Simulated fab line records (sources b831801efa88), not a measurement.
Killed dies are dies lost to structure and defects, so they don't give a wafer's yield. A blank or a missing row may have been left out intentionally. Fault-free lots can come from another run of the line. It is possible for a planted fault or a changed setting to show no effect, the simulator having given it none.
The tool behind it: which one? + flow gf180mcu + 6 lots with 18 wafers sampled at 2 steps, on a route of 602 steps

WHAT EACH GAUGE READ, for each wafer
GF_CONTACT_THK_MEAS_01.
| lot  | measured     | on            | CONTACT_CVD_00_THK (nm) |
|------|--------------|---------------|-------------------------|
| L178 | day 15 11:41 | film-metro-03 | 305 302 299             |
| L180 | day 16 11:19 | film-metro-02 | 302 300 304             |
| L186 | day 18 15:28 | film-metro-02 | 301 303 301             |
| L188 | day 19 09:24 | film-metro-01 | 304 299 304             |
| L190 | day 20 13:36 | film-metro-03 | 302 304 300             |
| L197 | day 23 00:23 | film-metro-01 | 303 304 304             |

TOOL THAT RAN EACH LOT (tool first, then ch and the chambers of the sampled wafers, then the start)
| lot  | GF_CONTACT_CVD_00                |
|------|----------------------------------|
| L178 | hdpcvd-02 ch 0,1,2, day 15 11:38 |
| L180 | hdpcvd-01 ch 0,2, day 16 11:16   |
| L186 | hdpcvd-02 ch 0,1, day 18 15:26   |
| L188 | hdpcvd-01 ch 0,2, day 19 09:20   |
| L190 | hdpcvd-01 ch 1, day 20 13:32     |
| L197 | hdpcvd-02 ch 0,1,2, day 23 00:20 |
- GF_CONTACT_CVD_00: deposits SiO2, target thk 300 nm, time 50 s.

THE ANSWER, worked out from the rows above alone
Rule: what is usual is taken from the lots themselves. Put in order of their means at a reading, lots are off if they are a third of the lots or fewer, leave a main group of 4 or more, and stand apart from it by a gap of 3 or more times the standard deviation of the main group's means; of several such gaps the widest counts. If all means in a main group match to the digits the tables above print for the reading, that group is not used. Also off: a lot with no number at a reading for which 4 or more lots have one. Any other lot the step has rows for is counted as sound.
No lot is off at any reading shown: from this, nothing can be told.

WHAT HAD BEEN PUT IN BY THE SIMULATOR
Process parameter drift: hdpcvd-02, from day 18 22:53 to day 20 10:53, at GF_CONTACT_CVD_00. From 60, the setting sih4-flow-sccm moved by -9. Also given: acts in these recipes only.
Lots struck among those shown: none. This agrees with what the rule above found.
